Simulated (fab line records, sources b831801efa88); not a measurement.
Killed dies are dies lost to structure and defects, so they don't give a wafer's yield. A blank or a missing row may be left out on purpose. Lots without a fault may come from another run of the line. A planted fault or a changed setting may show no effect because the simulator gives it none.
fab line records | flow sky130
record lots=11 wafers=31 last_day=50
route steps=708 shown SD_P@330 SD_N@353 LI_CONTACT@374 CONTACT@430
lots that met no fault: from a run of the same line without faults
start_h: hours from the record's first day to the start of the lot's first wafer shown | wait_h: hours since the lot's step before | " the same as in the row above | L1.1+2: a row that stands for several wafers | - no value, or no start given | * or withheld: withheld | < > ~ a bound
route shown NAME@n: a module of which the file shows steps, and the number in the route of the first | usual: mean/standard deviation of fault-free wafers | same: alike in all rows | chamber/n: place in a boat | sites: the reading at each site | _std_site: their standard deviation | _edge_site: outer sites' mean less inner sites' | radius_mm: how far each site lies from the wafer's centre | mask NAME#n: copy n | behind: the tool/chamber that last shaped the wafer | hold: why the lot was held/for how many hours/how that ended | device: the transistor (n, p or np) that didn't switch | end of line: the same wafers' tests at the end of the route | a step without rows: its recipe alone | killed: dies lost to structure and defects at the first sort, not the wafer's yield | map: a wafer's dies, x killed, . not, _ none there
set.NAME: the setting as run; set.NAME@STEP: as run at that earlier step | model.NAME: the simulator's own value behind a step, which no gauge read
steps of the route over a sample of lots; a table a step, a row a wafer
services: from which hour (start_h, from the record's first day; less than 0 if before it) a tool's chamber was out of use, for how many hours, and why
## steps
# step SKY_SD_P_STRIP_10
# recipe chemistry=O2/N2 power_w=1400 pressure_mtorr=1500 platen_temp_c=withheld o2_flow_sccm=3000 n2_flow_sccm=300 overash_fraction=0.5
# usual drypump_motor_current_A=5.7/0.46 n2_flow_sccm=299.9/1.4 o2_flow_sccm=2999/9.2 oes_product_au=0.618/0.0045 strip_time_to_endpoint_s=17.48/0.039
# columns lot.wafer tool chamber start_h wait_h drypump_motor_current_A n2_flow_sccm o2_flow_sccm oes_product_au rf_hours_counter_h strip_time_to_endpoint_s
L487.1 plasma_asher-04 0 585.25 0.1 6.1 300.7 2999 0.629 16 17.49
L487.2 " 1 " " 5.2 300.2 2998 0.611 16 17.49
L487.6 " 0 " " 6.1 300.6 3006 0.617 - 17.47
L488.1 plasma_asher-01 0 602.95 0.1 6.4 299.6 2992 0.611 87 17.46
L488.5 " 1 " " 5.0 300.6 2988 0.619 - 17.48
L488.6 " 0 " " 6.4 299.7 2998 0.615 - 17.52
L489.1 plasma_asher-03 1 609.09 0.1 5.7 298.6 3005 0.616 51 17.49
L489.3 " 1 " " 5.7 298.3 3005 0.620 - 17.53
L489.6 " 0 " " 5.8 299.1 2996 0.618 - 17.53
L491.1 plasma_asher-03 1 625.34 0.1 5.7 300.0 2993 0.616 52 17.50
L491.3 " 1 " " 5.7 300.0 2998 0.619 - 17.50
L491.5 " 1 " " 5.7 300.3 2998 0.617 - 17.51
L492.2 plasma_asher-01 1 637.92 0.1 5.0 300.6 2993 0.617 90 17.45
L492.3 " 0 " " 6.4 300.5 3014 0.626 - 17.46
L492.6 " 0 " " 6.4 299.2 3000 0.620 - 17.43
L493.2 plasma_asher-04 0 640.80 0.1 6.2 299.9 3004 0.612 21 17.40
L493.4 " 0 " " 6.1 299.2 2990 0.622 - 17.44
L493.6 " 0 " " 6.2 298.7 2991 0.620 - 17.45
L494.3 plasma_asher-03 0 653.64 0.1 5.8 300.2 3009 0.615 - 17.51
L494.5 " 0 " " 5.8 301.2 2998 0.619 - 17.50
L494.6 " 1 " " 5.7 299.4 3002 0.616 - 17.52
L503.1 plasma_asher-01 1 721.87 0.1 5.0 301.5 2995 0.618 100 17.41
L503.4 " 0 " " 6.4 300.0 2996 0.618 - 17.37
L503.5 " 0 " " 6.4 300.9 3008 0.627 - 17.39
L505.2 plasma_asher-03 0 741.54 0.1 5.8 300.7 2999 0.622 63 17.46
L505.6 " 0 " " 5.8 301.8 3000 0.621 - 17.44
L504.1 plasma_asher-03 1 743.45 0.1 5.7 298.5 3019 0.615 63 17.54
L504.3 " 0 " " 5.8 299.4 3003 0.618 - 17.52
L508.2 plasma_asher-03 1 757.69 0.1 5.7 299.9 2982 0.616 64 17.52
L508.3 " 0 " " 5.8 299.6 3017 0.621 - 17.51
L508.5 " 1 " " 5.7 298.8 2982 0.612 - 17.50
# step SKY_SD_N_STRIP_11
# recipe chemistry=O2/N2 power_w=1400 pressure_mtorr=1500 platen_temp_c=withheld o2_flow_sccm=3000 n2_flow_sccm=300 overash_fraction=0.5
# usual drypump_motor_current_A=5.7/0.33 n2_flow_sccm=300.0/0.89 o2_flow_sccm=2998/9.1 oes_product_au=0.528/0.0044 strip_time_to_endpoint_s=22.55/0.043
# columns lot.wafer tool chamber start_h wait_h drypump_motor_current_A n2_flow_sccm o2_flow_sccm oes_product_au rf_hours_counter_h strip_time_to_endpoint_s
L487.1 plasma_asher-03 1 644.12 0.1 5.7 299.2 2996 0.529 54 22.54
L487.2 " 0 " " 5.8 300.6 3000 0.525 54 22.54
L487.6 " 0 " " 5.7 300.4 3000 0.533 - 22.56
L488.1 plasma_asher-03 1 661.09 0.1 5.7 300.7 3007 0.528 56 22.61
L488.5 " 1 " " 5.7 301.0 3002 0.527 - 22.55
L488.6 " 0 " " 5.8 299.8 2984 0.526 - 22.64
L489.1 plasma_asher-04 1 667.02 0.1 5.2 299.2 2995 0.526 24 22.49
L489.3 " 0 " " 6.1 301.2 2993 0.533 - 22.51
L489.6 " 0 " " 6.1 300.8 2995 0.537 - 22.55
L491.1 plasma_asher-04 1 683.27 0.1 5.2 299.6 2995 0.520 26 22.55
L491.3 " 1 " " 5.2 298.1 2992 0.523 - 22.49
L491.5 " 1 " " 5.2 300.1 2993 0.526 - 22.51
L492.2 plasma_asher-03 1 695.12 0.1 5.8 299.6 2986 0.522 60 22.46
L492.3 " 1 " " 5.7 300.1 2995 0.531 - 22.55
L492.6 " 1 " " 5.7 299.8 3000 0.525 - 22.49
L493.2 plasma_asher-04 0 697.42 0.1 6.1 300.5 2997 0.527 27 22.57
L493.4 " 0 " " 6.1 298.2 2990 0.527 - 22.62
L493.6 " 0 " " 6.1 298.2 2995 0.514 - 22.59
L494.3 plasma_asher-02 0 709.40 0.1 6.1 301.1 2998 0.526 - 22.52
L494.5 " 1 " " 5.4 301.4 2992 0.527 - 22.58
L494.6 " 0 " " 6.1 300.7 2993 0.527 - 22.53
L503.1 plasma_asher-02 1 773.84 0.1 5.4 300.8 3000 0.531 90 22.59
L503.4 " 1 " " 5.5 300.5 3016 0.530 - 22.51
L503.5 " 1 " " 5.4 300.7 3002 0.523 - 22.50
L505.2 plasma_asher-03 0 793.53 0.1 5.8 301.0 2991 0.517 68 22.53
L505.6 " 0 " " 5.8 299.5 3008 0.526 - 22.49
L504.1 plasma_asher-03 1 795.72 0.1 5.7 300.4 3003 0.521 68 22.59
L504.3 " 0 " " 5.8 299.7 2993 0.524 - 22.60
L508.2 plasma_asher-04 0 809.63 0.1 6.1 299.7 3009 0.531 39 22.49
L508.3 " 1 " " 5.2 300.3 3002 0.532 - 22.49
L508.5 " 0 " " 6.1 300.8 2998 0.533 - 22.51
# step SKY_LI_CONTACT_CD_MEAS_12
# recipe target_cd_nm=170
# usual cd_nm=169.5/1.7
# columns lot.wafer tool chamber start_h wait_h cd_nm
L487.1 cd_sem-02 - 673.47 - 170.3
L487.2 " - " " 171.9
L487.6 " - " " 171.3
L488.1 cd_sem-01 - 690.06 - 172.3
L488.5 " - " " 169.9
L488.6 " - " " 171.0
L489.1 cd_sem-01 - 696.60 - 172.2
L489.3 " - " " 170.6
L489.6 " - " " 171.2
L491.1 cd_sem-02 - 711.31 - 167.3
L491.3 " - " " 167.2
L491.5 " - " " 166.1
L492.2 cd_sem-02 - 723.03 - 168.9
L492.3 " - " " 169.3
L492.6 " - " " 169.7
L493.2 cd_sem-02 - 724.78 - 168.5
L493.4 " - " " 169.1
L493.6 " - " " 169.7
L494.3 cd_sem-01 - 737.05 - 168.5
L494.5 " - " " 169.1
L494.6 " - " " 168.6
L503.1 cd_sem-01 - 800.77 - 171.4
L503.4 " - " " 171.8
L503.5 " - " " 172.3
L505.2 cd_sem-02 - 820.87 - 168.2
L505.6 " - " " 166.9
L504.1 cd_sem-01 - 822.92 - 168.7
L504.3 " - " " 171.4
L508.2 cd_sem-01 - 837.49 - 168.6
L508.3 " - " " 168.3
L508.5 " - " " 167.3
# step SKY_CONTACT_CVD_24
# recipe material=W target_thk_nm=340 time_s=102.12 temp_c=400 pressure_torr=40
# usual heater_power_w=962/99
# columns lot.wafer tool chamber start_h wait_h heater_power_w
L487.1 cvd_w-02 0 731.82 0.0 1037
L487.2 " 1 " " 855
L487.6 " 1 " " 841
L488.1 cvd_w-01 0 747.16 0.0 1080
L488.5 " 1 " " 884
L488.6 " 0 " " 1090
L489.1 cvd_w-02 0 752.69 0.0 1073
L489.3 " 1 " " 853
L489.6 " 1 " " 865
L491.1 cvd_w-02 1 767.39 0.0 837
L491.3 " 0 " " 1071
L491.5 " 0 " " 1042
L492.2 cvd_w-01 0 778.30 0.0 1088
L492.3 " 0 " " 1097
L492.6 " 0 " " 1104
L493.2 cvd_w-01 0 781.10 0.0 1086
L493.4 " 0 " " 1068
L493.6 " 1 " " 881
L494.3 cvd_w-02 1 793.05 0.1 845
L494.5 " 0 " " 1058
L494.6 " 1 " " 855
L503.1 cvd_w-01 1 857.41 0.0 888
L503.4 " 1 " " 887
L503.5 " 0 " " 1075
L505.2 cvd_w-01 1 877.92 0.1 879
L505.6 " 1 " " 903
L504.1 cvd_w-01 1 880.92 0.0 902
L504.3 " 1 " " 883
L508.2 cvd_w-02 1 895.34 0.0 853
L508.3 " 0 " " 1030
L508.5 " 1 " " 862
# step SKY_CONTACT_RS_MEAS_25
# recipe thk_meas_gauge=four-point-probe reads=W_of_CONTACT_CVD_24+TiN_of_CONTACT_SPUTTER_23
# usual CONTACT_W_RS=0.339/0.0042
# columns lot.wafer tool chamber start_h wait_h CONTACT_W_RS[ohm/sq]
L487.1 film_metro-03 - 731.93 0.1 0.338
L487.2 " - " " 0.341
L487.6 " - " " 0.338
L488.1 film_metro-03 - 747.27 0.1 0.338
L488.5 " - " " 0.333
L488.6 " - " " 0.339
L489.1 film_metro-02 - 752.80 0.1 0.339
L489.3 " - " " 0.345
L489.6 " - " " 0.337
L491.1 film_metro-02 - 767.50 0.1 0.343
L491.3 " - " " 0.341
L491.5 " - " " 0.338
L492.2 film_metro-01 - 778.43 0.1 0.341
L492.3 " - " " 0.340
L492.6 " - " " 0.339
L493.2 film_metro-03 - 781.23 0.1 0.333
L493.4 " - " " 0.334
L493.6 " - " " 0.328
L494.3 film_metro-01 - 793.17 0.1 0.343
L494.5 " - " " 0.339
L494.6 " - " " 0.337
L503.1 film_metro-02 - 857.52 0.1 0.314
L503.4 " - " " 0.329
L503.5 " - " " 0.333
L505.2 film_metro-02 - 878.13 0.2 0.315
L505.6 " - " " 0.332
L504.1 film_metro-01 - 881.03 0.1 0.319
L504.3 " - " " 0.337
L508.2 film_metro-01 - 895.47 0.1 0.341
L508.3 " - " " 0.344
L508.5 " - " " 0.343
# step SKY_CONTACT_THK_MEAS_26
# recipe thk_meas_gauge=xrf reads=W_of_CONTACT_CVD_24
# usual CONTACT_W_THK=321/4.9
# columns lot.wafer tool chamber start_h wait_h CONTACT_W_THK[nm]
L487.1 film_metro-03 - 732.05 0.1 326
L487.2 " - " " 321
L487.6 " - " " 326
L488.1 film_metro-03 - 747.39 0.1 327
L488.5 " - " " 331
L488.6 " - " " 325
L489.1 film_metro-02 - 752.92 0.1 319
L489.3 " - " " 315
L489.6 " - " " 323
L491.1 film_metro-02 - 767.62 0.1 316
L491.3 " - " " 318
L491.5 " - " " 318
L492.2 film_metro-01 - 778.54 0.1 314
L492.3 " - " " 312
L492.6 " - " " 315
L493.2 film_metro-03 - 781.34 0.1 329
L493.4 " - " " 327
L493.6 " - " " 331
L494.3 film_metro-01 - 793.27 0.1 318
L494.5 " - " " 318
L494.6 " - " " 321
L503.1 film_metro-02 - 857.64 0.1 344
L503.4 " - " " 327
L503.5 " - " " 325
L505.2 film_metro-02 - 878.24 0.1 339
L505.6 " - " " 325
L504.1 film_metro-01 - 881.15 0.1 338
L504.3 " - " " 320
L508.2 film_metro-01 - 895.58 0.1 314
L508.3 " - " " 314
L508.5 " - " " 314
## services
# columns tool chamber start_h hours kind
plasma_asher-02 - 566.97 3.0 repair
cvd_w-02 - 640.36 2.8 pm
cvd_w-01 0 665.88 1.6 repair
plasma_asher-03 - 670.43 5.3 repair
plasma_asher-02 - 674.19 8.3 repair
plasma_asher-02 - 684.45 14.6 pm
plasma_asher-04 - 690.53 5.0 repair
plasma_asher-03 - 718.20 19.1 repair
plasma_asher-01 - 733.75 9.0 pm
plasma_asher-01 0 733.75 9.0 vent_cycle
plasma_asher-01 1 733.75 9.0 vent_cycle
plasma_asher-01 0 742.75 - clean
plasma_asher-04 - 746.76 2.8 pm
plasma_asher-02 - 748.52 5.9 repair
cvd_w-02 - 777.25 6.0 pm
cvd_w-01 - 787.56 28.1 pm
plasma_asher-03 - 808.62 3.0 repair
plasma_asher-04 - 820.15 5.8 repair
cvd_w-02 - 863.30 6.9 pm
cvd_w-01 0 866.13 1.4 repair
cvd_w-01 0 870.71 8.8 repair
cvd_w-02 - 871.19 2.2 repair
cvd_w-02 - 874.64 0.3 repair
plasma_asher-01 - 888.50 3.1 repair
## key
first_sign step=SKY_CONTACT_RS_MEAS_25 reading=CONTACT_W_RS direction=down sigmas=5.4 usual=0.339 struck=0.316
effect step=SKY_CONTACT_THK_MEAS_26 reading=CONTACT_W_THK direction=up sigmas=4 usual=321 struck=340
met_at SKY_CONTACT_CVD_24
struck_lots L503,L504,L505
struck_wafers L503.1,L504.1,L505.2
tester_left_out L503,L504,L505
not_acting_at SKY_SD_P_STRIP_10,SKY_SD_N_STRIP_11,SKY_LI_CONTACT_CD_MEAS_12
onset_between 781.10 857.41
fault kind=process_parameter_drift tool=cvd_w-01 chamber=- onset_h=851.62 steps=SKY_CONTACT_CVD_24 channel=target_thk_nm offset=19.936 shape=step end_h=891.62 scope=struck_wafers_only acts_in=these_recipes_only stated=340
# tester_left_out: of these lots the tester's yield and bins aren't shown, on N5 and GAA mostly nor the transistor test; their killed dies are dies lost to structure and defects alone, not to doping, threshold or leakage, so they don't give the yield
